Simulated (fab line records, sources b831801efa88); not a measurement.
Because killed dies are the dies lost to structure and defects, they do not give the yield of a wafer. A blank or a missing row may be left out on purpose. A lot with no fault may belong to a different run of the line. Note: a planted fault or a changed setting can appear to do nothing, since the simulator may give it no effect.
Lot-split experiment -- flow sfqLine -- route with 325 steps; 5 lots, 23 wafers read

THE SPLIT
At SFQ_TRILAYER_I2_DEP_PECVD_063 (deposits SiO2 from SiH4/N2O, time 111.11 s, target thk 500 nm), the setting timeS was moved away from the recipe's 111.11 s on 9 of the 23 wafers read, by -13.6% to +9.3%. For the rest of the wafers, this setting stayed at what the recipe calls for.

The reading comes from the split's own step.

THE READING
SiO2_of_TRILAYER_I2_DEP_PECVD_063.thkNm (the simulator's own value, which no gauge read), in nm, at SFQ_TRILAYER_I2_DEP_PECVD_063 (deposits SiO2 from SiH4/N2O, time 111.11 s, target thk 500 nm). The file does not state a usual value for it. The 14 wafers here that ran the recipe average 501.8 nm, standard deviation 9 nm.

wafer,"tool, chamber at the split","timeS as run, s",against the recipe,"SiO2_of_TRILAYER_I2_DEP_PECVD_063.thkNm, nm",against lot-mates on the recipe
L078.1,"pecvd-02, 0",111.11,recipe,492.9,-
L078.2,"pecvd-02, 2",111.11,recipe,494.6,-
L078.3,"pecvd-02, 1",120.3,+8.3%,530.6,+34.6
L078.4,"pecvd-02, 2",111.11,recipe,500.4,-
L078.5,"pecvd-02, 0",120.3,+8.3%,544,+48.0
L079.1,"pecvd-04, 0",111.11,recipe,490.2,-
L079.4,"pecvd-04, 0",111.11,recipe,497.8,-
L079.5,"pecvd-04, 1",111.11,recipe,500.9,-
L080.1,"pecvd-04, 2",121.4,+9.3%,560.5,+60.0
L080.2,"pecvd-04, 1",111.11,recipe,505.5,-
L080.3,"pecvd-04, 0",111.11,recipe,490.1,-
L080.5,"pecvd-04, 0",111.11,recipe,505.9,-
L080.6,"pecvd-04, 2",121.4,+9.3%,564.6,+64.1
L084.1,"pecvd-02, 1",95.98,-13.6%,428.2,-76.9
L084.2,"pecvd-02, 0",111.11,recipe,497,-
L084.3,"pecvd-02, 2",95.98,-13.6%,437.1,-68.0
L084.4,"pecvd-02, 2",111.11,recipe,513.2,-
L084.5,"pecvd-02, 1",95.98,-13.6%,437.9,-67.2
L085.1,"pecvd-04, 1",111.11,recipe,507.3,-
L085.2,"pecvd-04, 0",104.2,-6.2%,469.2,-43.0
L085.3,"pecvd-04, 2",104.2,-6.2%,486.6,-25.6
L085.4,"pecvd-04, 0",111.11,recipe,505.8,-
L085.5,"pecvd-04, 2",111.11,recipe,523.5,-

FIT RESULTS
A straight line over all 23 wafers: SiO2_of_TRILAYER_I2_DEP_PECVD_063.thkNm changes by +5.09 nm for each +1% of timeS; r = +0.96; the points scatter about the line by 9.7 nm.
The same after taking each lot's own level away (the mean of its wafers on the recipe; 23 wafers): +5.49 nm for each +1%; r = +0.98; scatter 7.5 nm.
The reading moves by 75 nm for the largest change in timeS, on that fit.
The span of the lots' own levels, 495.97 to 512.20 nm, comes to 1.8 times the standard deviation stated above.
So the lot-to-lot level changes the slope little: the two slopes agree.
Check: with one of the wafers moved furthest among these (-13.6%) left out of the fit, the line predicts -72.6 nm for it against its lot-mates. Against them it came out at -76.9 nm.

FURTHER SPLITS ON THESE WAFERS
Before the reading, these wafers also passed through other splits. Each is held against what the fit with the lots' levels taken away leaves over:
other split on the same wafers,wafers away from the commonest value,r with SiO2_of_TRILAYER_I2_DEP_PECVD_063.thkNm (lot level and that fit taken away)
SFQ_TRILAYER_I1_VIA_BARC_OPEN_VIA_ETCH_071 sourceW,5,+0.12
SFQ_TRILAYER_M2_DEP_SPUTTER_055 powerW,7,-0.17
SFQ_TRILAYER_M2_LITHO_PEB_060 pebTimeS,8,-0.15

FILE'S OWN FIT
SiO2_of_TRILAYER_I2_DEP_PECVD_063.thkNm changes by +5.53 nm for each +1% of timeS, r = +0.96.
